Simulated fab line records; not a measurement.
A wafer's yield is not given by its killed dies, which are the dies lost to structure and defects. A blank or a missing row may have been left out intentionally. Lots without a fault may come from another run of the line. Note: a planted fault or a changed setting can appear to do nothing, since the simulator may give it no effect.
fab line records || flow sky130
[record] {"lots": 6, "wafers": 18, "last-day": 49}
route steps=708 shown FIELD_ISO@29 NWELL@32 DNWELL@35 PAD_OPEN@708
lots that met no fault: taken from a fault-free run of the same line
start-h: hours from the record's opening day to when the first of the lot's shown wafers began || wait-h: hours since the lot's step before || " as in the row above || L1.1+2: a row that stands for several wafers || - no value, or no start given || * or withheld: withheld || < > ~ a bound
route shown NAME@n: names a module that has steps shown in the file, with the first one's number in the route || usual: mean/standard deviation of fault-free wafers || same: alike in all rows || chamber/n: place in a boat || sites: the reading at each site || _std_site: the standard deviation of these || _edge_site: mean of outer sites minus mean of inner sites || radius-mm: for every site, how far away it sits from the centre of the wafer || mask NAME#n: copy n || behind: the tool/chamber that last shaped the wafer || hold: why the lot went on hold/how many hours it stayed there/how the hold came to an end || device: whichever transistor did not switch (one of n, p or np) || end of line: tests of these same wafers at the route's end || a step with no rows: only its recipe || killed: at the first sort, the dies lost to defects and structure; wafer yield is something else || map: per-die view of a wafer (x killed, . not killed, _ where there is no die)
set.NAME: the setting as run; set.NAME@STEP: as run at that earlier step || model.NAME: the simulator's own value behind a step, which no gauge read
lots at selected steps of the route; one table per step, one row per wafer
[[steps]]
[step SKY_FIELD_ISO_WET_ETCH_28]
[recipe] {"chemistry": "dHF", "target-depth-nm": 23.7, "target": "SiO2", "dilution": "10:1", "temp-c": 25, "time-s": 47}
[step SKY_FIELD_ISO_WET_ETCH_29]
[recipe] {"chemistry": "H3PO4", "target-depth-nm": 160, "target": "Si3N4", "temp-c": 160, "time-s": 1825}
[step SKY_FIELD_ISO_WET_ETCH_30]
[recipe] {"chemistry": "dHF", "target-depth-nm": 25, "target": "SiO2", "dilution": "10:1", "temp-c": 25, "time-s": 50}
[step SKY_NWELL_CLEAN_00]
[recipe] {"chemistry": "SC1/SC2", "mix": "1:4:20", "temp-c": 70, "time-s": 150, "dry": "n2-spin"}
[step SKY_NWELL_OXIDATION_01]
[recipe] {"temp-c": 900, "ambient": "O2", "stabilise-s": 600, "purge-s": 300, "target-thk-a": 100, "ox-time-s": 1418}
[step SKY_NWELL_THK_MEAS_02]
[recipe] {"reads": "SiO2_of_NWELL_OXIDATION_01"}
[usual] {"NWELL_OXIDATION_THK": "10.03/0.18"}
{"lot.wafer": "L501.2", "tool": "film-metro-01", "chamber": "-", "start-h": 35.39, "wait-h": 0.0, "NWELL_OXIDATION_THK[nm]": 9.90}
{"lot.wafer": "L501.3", "tool": "film-metro-01", "chamber": "-", "start-h": 35.39, "wait-h": 0.0, "NWELL_OXIDATION_THK[nm]": 9.78}
{"lot.wafer": "L501.4", "tool": "film-metro-01", "chamber": "-", "start-h": 35.39, "wait-h": 0.0, "NWELL_OXIDATION_THK[nm]": 9.90}
{"lot.wafer": "L502.1", "tool": "film-metro-01", "chamber": "-", "start-h": 43.03, "wait-h": 0.0, "NWELL_OXIDATION_THK[nm]": 10.06}
{"lot.wafer": "L502.2", "tool": "film-metro-01", "chamber": "-", "start-h": 43.03, "wait-h": 0.0, "NWELL_OXIDATION_THK[nm]": 9.85}
{"lot.wafer": "L502.4", "tool": "film-metro-01", "chamber": "-", "start-h": 43.03, "wait-h": 0.0, "NWELL_OXIDATION_THK[nm]": 10.05}
{"lot.wafer": "L507.3", "tool": "film-metro-01", "chamber": "-", "start-h": 69.49, "wait-h": 0.0, "NWELL_OXIDATION_THK[nm]": 10.09}
{"lot.wafer": "L507.4", "tool": "film-metro-01", "chamber": "-", "start-h": 69.49, "wait-h": 0.0, "NWELL_OXIDATION_THK[nm]": 10.03}
{"lot.wafer": "L507.5", "tool": "film-metro-01", "chamber": "-", "start-h": 69.49, "wait-h": 0.0, "NWELL_OXIDATION_THK[nm]": 10.09}
{"lot.wafer": "L511.1", "tool": "film-metro-02", "chamber": "-", "start-h": 87.95, "wait-h": 0.0, "NWELL_OXIDATION_THK[nm]": 10.12}
{"lot.wafer": "L511.3", "tool": "film-metro-02", "chamber": "-", "start-h": 87.95, "wait-h": 0.0, "NWELL_OXIDATION_THK[nm]": 10.22}
{"lot.wafer": "L511.6", "tool": "film-metro-02", "chamber": "-", "start-h": 87.95, "wait-h": 0.0, "NWELL_OXIDATION_THK[nm]": 10.20}
{"lot.wafer": "L516.1", "tool": "film-metro-02", "chamber": "-", "start-h": 120.88, "wait-h": 0.0, "NWELL_OXIDATION_THK[nm]": 10.13}
{"lot.wafer": "L516.2", "tool": "film-metro-02", "chamber": "-", "start-h": 120.88, "wait-h": 0.0, "NWELL_OXIDATION_THK[nm]": 10.07}
{"lot.wafer": "L516.5", "tool": "film-metro-02", "chamber": "-", "start-h": 120.88, "wait-h": 0.0, "NWELL_OXIDATION_THK[nm]": 10.03}
{"lot.wafer": "L517.1", "tool": "film-metro-01", "chamber": "-", "start-h": 123.62, "wait-h": 0.0, "NWELL_OXIDATION_THK[nm]": 10.12}
{"lot.wafer": "L517.2", "tool": "film-metro-01", "chamber": "-", "start-h": 123.62, "wait-h": 0.0, "NWELL_OXIDATION_THK[nm]": 10.04}
{"lot.wafer": "L517.4", "tool": "film-metro-01", "chamber": "-", "start-h": 123.62, "wait-h": 0.0, "NWELL_OXIDATION_THK[nm]": 10.19}
[step SKY_DNWELL_DEHYDRATE_00]
[recipe] {"temp-c": 200, "time-s": 60}
[step SKY_DNWELL_HMDS_01]
[recipe] {"prime-time-s": 60, "prime-temp-c": 120}
[step SKY_DNWELL_COAT_02]
[recipe] {"spin-rpm": 2000, "resist-thk-nm": 3000}
[step SKY_DNWELL_SOFTBAKE_03]
[recipe] {"temp-c": 110, "time-s": "withheld"}
[step SKY_DNWELL_EXPOSE_04]
[recipe] {"mask-id": "DNM", "na": 0.57, "target-cd-nm": 3000, "dose-mj": 222}
[step SKY_DNWELL_PEB_05]
[recipe] {"temp-c": 115, "time-s": "withheld"}
[step SKY_DNWELL_DEVELOP_06]
[recipe] {"wall-angle-deg": 90, "developer": "TMAH", "develop-time-s": 60, "dev-temp-c": 23}
[usual] {"developer-temp-C": "23.01/0.092"}
{"lot.wafer": "L501.2", "tool": "litho-track-01", "chamber": 0, "start-h": 50, "wait-h": "-", "developer-temp-C": 23.10}
{"lot.wafer": "L501.3", "tool": "litho-track-01", "chamber": 0, "start-h": 50, "wait-h": "-", "developer-temp-C": 23.01}
{"lot.wafer": "L501.4", "tool": "litho-track-01", "chamber": 0, "start-h": 50, "wait-h": "-", "developer-temp-C": 23.00}
{"lot.wafer": "L502.1", "tool": "litho-track-03", "chamber": 0, "start-h": 58, "wait-h": "-", "developer-temp-C": 22.89}
{"lot.wafer": "L502.2", "tool": "litho-track-03", "chamber": 0, "start-h": 58, "wait-h": "-", "developer-temp-C": 22.99}
{"lot.wafer": "L502.4", "tool": "litho-track-03", "chamber": 0, "start-h": 58, "wait-h": "-", "developer-temp-C": 23.07}
{"lot.wafer": "L507.3", "tool": "litho-track-01", "chamber": 0, "start-h": 85, "wait-h": "-", "developer-temp-C": 23.95}
{"lot.wafer": "L507.4", "tool": "litho-track-01", "chamber": 0, "start-h": 85, "wait-h": "-", "developer-temp-C": 23.88}
{"lot.wafer": "L507.5", "tool": "litho-track-01", "chamber": 0, "start-h": 85, "wait-h": "-", "developer-temp-C": 24.13}
{"lot.wafer": "L511.1", "tool": "litho-track-01", "chamber": 0, "start-h": 104, "wait-h": "-", "developer-temp-C": 23.99}
{"lot.wafer": "L511.3", "tool": "litho-track-01", "chamber": 0, "start-h": 105, "wait-h": "-", "developer-temp-C": 23.95}
{"lot.wafer": "L511.6", "tool": "litho-track-01", "chamber": 0, "start-h": 105, "wait-h": "-", "developer-temp-C": 23.97}
{"lot.wafer": "L516.1", "tool": "litho-track-02", "chamber": 0, "start-h": 138, "wait-h": "-", "developer-temp-C": 23.15}
{"lot.wafer": "L516.2", "tool": "litho-track-02", "chamber": 0, "start-h": 138, "wait-h": "-", "developer-temp-C": 23.08}
{"lot.wafer": "L516.5", "tool": "litho-track-02", "chamber": 0, "start-h": 138, "wait-h": "-", "developer-temp-C": 23.02}
{"lot.wafer": "L517.1", "tool": "litho-track-02", "chamber": 0, "start-h": 141, "wait-h": "-", "developer-temp-C": 22.95}
{"lot.wafer": "L517.2", "tool": "litho-track-02", "chamber": 0, "start-h": 141, "wait-h": "-", "developer-temp-C": 22.91}
{"lot.wafer": "L517.4", "tool": "litho-track-02", "chamber": 0, "start-h": 141, "wait-h": "-", "developer-temp-C": 22.76}
[step SKY_DNWELL_IMPLANT_07]
[recipe] {"species": "P", "energy-kev": "withheld", "dose-cm2": "withheld", "tilt-deg": "withheld"}
[step SKY_PAD_OPEN_PROBE_99]
[usual] {"killed_at_M0_to_M3": "43/6.8", "killed_at_M4_up": "3.2/1.8", "killed-at-contacts": "24/5.2", "killed-at-front-end": "15/4.2", "killed-at-other": "0.4/0.62", "killed-dies": "85/8.7", "killed-open": "46/6.7", "killed-short": "39/5.9"}
[same] {"gross-dies": 492, "killed-at-back-side": 0}
{"lot.wafer": "L507.3", "tool": "prober-01", "chamber": "-", "start-h": 1112.77, "wait-h": 0.2, "killed_at_M0_to_M3": 43, "killed_at_M4_up": 4, "killed-at-contacts": 30, "killed-at-front-end": 19, "killed-at-other": 0, "killed-dies": 96, "killed-open": 45, "killed-short": 51}
{"lot.wafer": "L507.4", "tool": "prober-01", "chamber": "-", "start-h": 1112.82, "wait-h": 0.2, "killed_at_M0_to_M3": 47, "killed_at_M4_up": 4, "killed-at-contacts": 27, "killed-at-front-end": 15, "killed-at-other": 0, "killed-dies": 93, "killed-open": 56, "killed-short": 37}
{"lot.wafer": "L507.5", "tool": "prober-01", "chamber": "-", "start-h": 1112.87, "wait-h": 0.2, "killed_at_M0_to_M3": 39, "killed_at_M4_up": 4, "killed-at-contacts": 35, "killed-at-front-end": 8, "killed-at-other": 0, "killed-dies": 86, "killed-open": 48, "killed-short": 38}
{"lot.wafer": "L516.1", "tool": "prober-01", "chamber": "-", "start-h": 1162.77, "wait-h": 0.1, "killed_at_M0_to_M3": 43, "killed_at_M4_up": 4, "killed-at-contacts": 19, "killed-at-front-end": 12, "killed-at-other": 0, "killed-dies": 78, "killed-open": 45, "killed-short": 33}
{"lot.wafer": "L516.2", "tool": "prober-01", "chamber": "-", "start-h": 1162.82, "wait-h": 0.1, "killed_at_M0_to_M3": 52, "killed_at_M4_up": 4, "killed-at-contacts": 20, "killed-at-front-end": 14, "killed-at-other": 0, "killed-dies": 90, "killed-open": 45, "killed-short": 45}
{"lot.wafer": "L516.5", "tool": "prober-01", "chamber": "-", "start-h": 1162.97, "wait-h": 0.2, "killed_at_M0_to_M3": 43, "killed_at_M4_up": 1, "killed-at-contacts": 18, "killed-at-front-end": 18, "killed-at-other": 0, "killed-dies": 80, "killed-open": 48, "killed-short": 32}
{"lot.wafer": "L517.4", "tool": "prober-02", "chamber": "-", "start-h": 1164.07, "wait-h": 0.2, "killed_at_M0_to_M3": 45, "killed_at_M4_up": 3, "killed-at-contacts": 26, "killed-at-front-end": 20, "killed-at-other": 0, "killed-dies": 94, "killed-open": 47, "killed-short": 47}
// killed by level:class
L507.3 CONTACT:geometric-particle:open=10 METAL1:geometric-particle:short=9 VIA1:geometric-particle:open=8 VIA2:geometric-particle:open=8 POLY_GATE:geometric-particle:short=6 METAL2:geometric-particle:short=6 LI_CONTACT:geometric-particle:short=6 LI_CONTACT:geometric-particle:open=6
L507.4 VIA1:geometric-particle:open=13 LI_CONTACT:geometric-particle:open=8 VIA3:geometric-particle:open=8 CONTACT:geometric-particle:open=7 VIA2:geometric-particle:open=6 VIA1:geometric-particle:short=6 FIELD_ISO:geometric-particle:open=5 LI_CONTACT:geometric-particle:short=4
L507.5 CONTACT:geometric-particle:open=14 LI_CONTACT:geometric-particle:open=11 VIA1:geometric-particle:open=8 VIA2:geometric-particle:short=7 VIA1:geometric-particle:short=6 VIA3:geometric-particle:open=5 POLY_GATE:geometric-particle:short=4 CONTACT:geometric-particle:short=4
L516.1 VIA1:geometric-particle:open=10 CONTACT:geometric-particle:short=8 VIA3:geometric-particle:open=8 CONTACT:geometric-particle:open=7 METAL2:geometric-particle:short=6 VIA2:geometric-particle:open=5 VIA1:geometric-particle:short=4 FIELD_ISO:geometric-particle:short=3
L516.2 METAL2:geometric-particle:short=11 VIA1:geometric-particle:short=10 VIA1:geometric-particle:open=10 LI_CONTACT:geometric-particle:open=6 FIELD_ISO:geometric-particle:open=5 CONTACT:geometric-particle:open=5 METAL1:geometric-particle:short=4 METAL2:geometric-particle:open=4
L516.5 VIA1:geometric-particle:open=9 VIA3:geometric-particle:open=8 LI_CONTACT:geometric-particle:open=8 CONTACT:geometric-particle:open=6 VIA3:geometric-particle:short=5 FIELD_ISO:geometric-particle:open=4 VIA2:geometric-particle:short=4 FIELD_ISO:geometric-particle:short=3
L517.4 CONTACT:geometric-particle:open=9 LOCAL_INTERCONNECT:geometric-particle:short=8 VIA2:geometric-particle:open=8 FIELD_ISO:geometric-particle:short=7 METAL1:geometric-particle:short=7 VIA1:geometric-particle:open=7 FIELD_ISO:geometric-particle:open=5 METAL2:geometric-particle:open=5
[[key]]
[first-sign] {"step": "SKY_DNWELL_DEVELOP_06", "reading": "developer-temp-C", "direction": "up", "sigmas": 10, "usual": "*", "struck": "*"}
effect none on later readings
met-at SKY_DNWELL_DEVELOP_06
struck-wafers L507.3,L507.4,L507.5,L511.1,L511.3,L511.6
tester-left-out L507,L511
onset-between 50 85
[fault] {"kind": "process-parameter-drift", "tool": "litho-track-01", "chamber": "-", "onset-h": 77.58, "steps": "SKY_DNWELL_DEVELOP_06", "channel": "dev-temp-c", "offset": "*", "shape": "step", "end-h": 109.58, "acts-in": "*", "stated": "*"}
// tester-left-out: of these lots the tester's yield and bins aren't shown, on N5 and GAA mostly nor the transistor test; their killed dies are dies lost to structure and defects alone, not to doping, threshold or leakage, so they don't give the yield
